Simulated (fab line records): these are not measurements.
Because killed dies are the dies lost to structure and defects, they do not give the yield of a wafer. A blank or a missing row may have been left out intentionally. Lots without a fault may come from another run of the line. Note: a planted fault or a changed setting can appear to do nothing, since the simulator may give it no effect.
fab line records	flow sky130
record lots=7	wafers=21	last_day=49
route steps=708 shown CAP2M@615 METAL4@621
lots that met no fault: from a run of the same line without faults
start_h: start of the lot's first displayed wafer, in hours after the record's first day	wait_h: how many hours have passed since the lot's step before this one	" as in the row above	L1.1+2: a row that stands for several wafers	- either no value or no given start	* or withheld: withheld	< > ~ a bound
route shown NAME@n: a module of which the file shows steps, and the number in the route of the first	usual: the fault-free wafers' mean and standard deviation	same: alike in all rows	chamber/n: place in a boat	sites: readings site by site	_std_site: standard deviation of those values	_edge_site: the outer-site mean with the inner-site mean subtracted	radius_mm: for every site, how far away it sits from the centre of the wafer	mask NAME#n: copy n	behind: the tool/chamber that last shaped the wafer	hold: cause of the lot's hold/its duration in hours/its outcome	device: names the non-switching transistor (n, p or np)	end of line: tests run on the same wafers once the route is complete	where a step has no rows: the recipe by itself	killed: count of dies lost to structure and defects at first sort (not the wafer's yield)	map: a wafer's dies, marking killed ones x, the rest . and places with no die _
set.NAME: the setting as run; set.NAME@STEP: as run at that earlier step	model.NAME: the simulator's own value behind a step, which no gauge read
lots at selected steps of the route; one table per step, one row per wafer
services: from which hour (start_h, from the record's first day; less than 0 if before it) a tool's chamber was out of use, for how many hours, and why
## steps
# step SKY_CAP2M_OVL_MEAS_12
# usual CAP2M_OVL=-0.6/1.2
lot.wafer	tool	chamber	start_h	wait_h	CAP2M_OVL[nm]
L535.3	overlay-02	-	956.14	0.1	0.4
L535.4	"	-	"	"	1.1
L535.5	"	-	"	"	-0.1
L546.2	overlay-02	-	1020.72	0.1	-0.9
L546.4	"	-	"	"	-1.0
L546.5	"	-	"	"	-0.8
L547.3	overlay-02	-	1026.99	0.1	-0.6
L547.4	"	-	"	"	-1.1
L547.5	"	-	"	"	-0.2
L548.2	overlay-01	-	1037.48	0.1	-0.4
L548.3	"	-	"	"	-0.5
L548.4	"	-	"	"	-0.9
L551.1	overlay-02	-	1068.73	0.1	0.9
L551.2	"	-	"	"	1.4
L551.3	"	-	"	"	-0.9
L555.2	overlay-02	-	1077.22	0.1	-0.9
L555.4	"	-	"	"	0.0
L555.5	"	-	"	"	0.0
L556.2	overlay-01	-	1088.03	0.1	0.0
L556.3	"	-	"	"	-0.1
L556.4	"	-	"	"	-0.2
# step SKY_CAP2M_METAL_ETCH_13
# recipe target_depth_nm=220	stop_on=SiO2	chemistry=Cl2/BCl3	target=TiN	pressure_mtorr=10	icp_w=900	bias_w=48.5	Cl2_flow_sccm=60	bcl3_flow_sccm=30	time_s=62.9
# usual drypump_motor_current_A=5.9/0.38	oes_product_au=0.942/0.007	throttle_valve_pct=21.902/0.0096
lot.wafer	tool	chamber	start_h	wait_h	drypump_motor_current_A	oes_product_au	rf_hours_counter_h	throttle_valve_pct
L535.3	rie_metal-03	0	956.19	0.0	5.7	0.939	-	21.908
L535.4	"	1	"	"	5.7	0.942	-	21.907
L535.5	"	1	"	"	5.7	0.950	-	21.892
L546.2	rie_metal-04	1	1020.75	0.0	6.7	0.940	4	21.914
L546.4	"	1	"	"	6.7	0.939	-	21.899
L546.5	"	0	"	"	5.9	0.934	-	21.905
L547.3	rie_metal-03	0	1027.04	0.0	5.7	0.944	-	21.908
L547.4	"	1	"	"	5.7	0.948	-	21.907
L547.5	"	1	"	"	5.7	0.944	-	21.909
L548.2	rie_metal-03	0	1037.51	0.0	5.7	0.933	19	21.893
L548.3	"	0	"	"	5.7	0.930	-	21.918
L548.4	"	1	"	"	5.7	0.943	-	21.912
L551.1	rie_metal-03	0	1068.76	0.0	5.7	0.940	21	21.897
L551.2	"	1	"	"	5.7	0.938	12	21.906
L551.3	"	0	"	"	5.7	0.935	-	21.908
L555.2	rie_metal-04	0	1077.25	0.0	5.9	0.947	21	21.901
L555.4	"	0	"	"	5.9	0.948	-	21.907
L555.5	"	0	"	"	5.9	0.956	-	21.905
L556.2	rie_metal-01	1	1088.06	0.0	6.0	0.945	13	21.884
L556.3	"	0	"	"	5.5	0.941	-	21.907
L556.4	"	1	"	"	6.1	0.941	-	21.912
# step SKY_CAP2M_STRIP_14
# recipe chemistry=O2/N2	power_w=1400	pressure_mtorr=1500	platen_temp_c=withheld	o2_flow_sccm=3000	n2_flow_sccm=300	overash_fraction=0.5
# usual drypump_motor_current_A=5.5/0.45	oes_product_au=0.710/0.0047	strip_time_to_endpoint_s=12.65/0.056
lot.wafer	tool	chamber	start_h	wait_h	drypump_motor_current_A	oes_product_au	rf_hours_counter_h	strip_time_to_endpoint_s
L535.3	plasma_asher-03	1	956.27	0.1	5.0	0.710	-	12.63
L535.4	"	0	"	"	4.8	0.703	-	12.66
L535.5	"	1	"	"	5.0	0.712	-	12.67
L546.2	plasma_asher-01	1	1020.83	0.1	5.7	0.713	116	12.71
L546.4	"	0	"	"	6.0	0.708	-	12.68
L546.5	"	0	"	"	6.0	0.708	-	12.63
L547.3	plasma_asher-01	0	1027.12	0.1	6.0	0.714	-	12.63
L547.4	"	1	"	"	5.7	0.712	-	12.63
L547.5	"	0	"	"	6.0	0.702	-	12.62
L548.2	plasma_asher-03	1	1037.59	0.1	5.0	0.715	90	12.69
L548.3	"	1	"	"	5.0	0.711	-	12.75
L548.4	"	0	"	"	4.8	0.712	-	12.72
L551.1	plasma_asher-01	1	1068.84	0.1	5.7	0.714	0	12.63
L551.2	"	0	"	"	6.0	0.718	0	12.62
L551.3	"	0	"	"	6.0	0.706	-	12.58
L555.2	plasma_asher-01	1	1077.33	0.1	5.7	0.710	1	12.68
L555.4	"	1	"	"	5.7	0.709	-	12.66
L555.5	"	0	"	"	6.0	0.708	-	12.68
L556.2	plasma_asher-04	0	1088.14	0.1	5.6	0.711	36	12.67
L556.3	"	1	"	"	5.7	0.710	-	12.67
L556.4	"	0	"	"	5.6	0.711	-	12.67
# step SKY_CAP2M_STRIP_15
# recipe chemistry=post_etch_residue_remover	time_s=1200	temp_c=72.5
# step SKY_CAP2M_CLEAN_16
# recipe chemistry=IPA	time_s=180	temp_c=25
# step SKY_CAP2M_CLEAN_17
# recipe chemistry=O3/DIW	dry=n2_spin
# step SKY_METAL4_DEHYDRATE_05
# recipe temp_c=200	time_s=60
# step SKY_METAL4_HMDS_06
# recipe prime_time_s=60	prime_temp_c=120
# step SKY_METAL4_COAT_07
# recipe resist=BARC	temp_c=withheld	time_s=withheld	spin_rpm=3000	resist_thk_nm=60
# step SKY_METAL4_COAT_08
# recipe resist=KrF-thick	spin_rpm=3000	resist_thk_nm=1140
# step SKY_METAL4_SOFTBAKE_09
# recipe temp_c=100	time_s=90	resist=KrF-thick
# step SKY_METAL4_EXPOSE_10
# recipe mask_id=MM4	na=0.68	source_shape=annular	sigma_inner=0.4	sigma_outer=0.8	target_cd_nm=300	dose_mj=28
# step SKY_METAL4_PEB_11
# recipe peb_temp_c=withheld	peb_time_s=withheld	resist=KrF-thick
# usual chill_plate_temp_C=*	exhaust_pa=45.2/0.86
lot.wafer	tool	chamber	start_h	wait_h	chill_plate_temp_C	exhaust_pa
L535.3	litho_track-03	0	981	-	*	45.4
L535.4	"	0	"	"	*	45.8
L535.5	"	0	"	"	*	45.4
L546.2	litho_track-01	-	1043	-	-	-
L546.4	"	-	"	"	-	-
L546.5	"	-	"	"	-	-
L547.3	litho_track-01	-	1050	-	-	-
L547.4	"	-	"	"	-	-
L547.5	"	-	"	"	-	-
L548.2	litho_track-03	-	1059	-	-	-
L548.3	"	-	"	"	-	-
L548.4	"	-	"	"	-	-
L551.1	litho_track-01	0	1090	-	*	45.0
L551.2	"	0	"	"	*	45.3
L551.3	"	0	"	"	*	44.2
L555.2	litho_track-02	0	1098	-	*	44.9
L555.4	"	0	"	"	*	42.9
L555.5	"	0	"	"	*	43.7
L556.2	litho_track-03	0	1107	-	*	45.8
L556.3	"	0	"	"	*	43.9
L556.4	"	0	"	"	*	44.2
# step SKY_METAL4_DEVELOP_12
# recipe develop_time_s=60	resist=KrF-thick	dev_temp_c=22.05
## services
tool	chamber	start_h	hours	kind
rie_metal-03	1	938.17	9.5	repair
rie_metal-03	-	980.54	1.4	pm
plasma_asher-01	-	1055.25	9.0	pm
plasma_asher-01	0	1055.25	9.0	vent_cycle
plasma_asher-01	1	1055.25	9.0	vent_cycle
plasma_asher-01	0	1064.25	-	clean
plasma_asher-01	1	1064.25	-	clean
plasma_asher-04	-	1101.57	0.6	repair
## key
first_sign step=SKY_METAL4_PEB_11	reading=tool_record	direction=missing
effect none on later readings
met_at SKY_METAL4_PEB_11
struck_wafers L546.2,L546.4,L546.5,L547.3,L547.4,L547.5,L548.2,L548.3,L548.4
later_rows_left_out L546.2,L546.4,L546.5,L547.3,L547.4,L547.5,L548.2,L548.3,L548.4
sort_left_out L546.2,L546.4,L546.5,L547.3,L547.4,L547.5,L548.2,L548.3,L548.4
onset_between 981 1043
fault kind=skipped_step_whole	tool=litho_track-01,litho_track-03	chamber=-	onset_h=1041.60	steps=SKY_METAL4_PEB_11	scope=struck_lots_only
# sort_left_out: the simulated sort isn't trusted on such a fault, so these wafers' sort isn't shown, and their yield isn't known
# later_rows_left_out: the simulator's readings of these wafers behind a module that went badly wrong aren't trusted and aren't shown, but for the sort
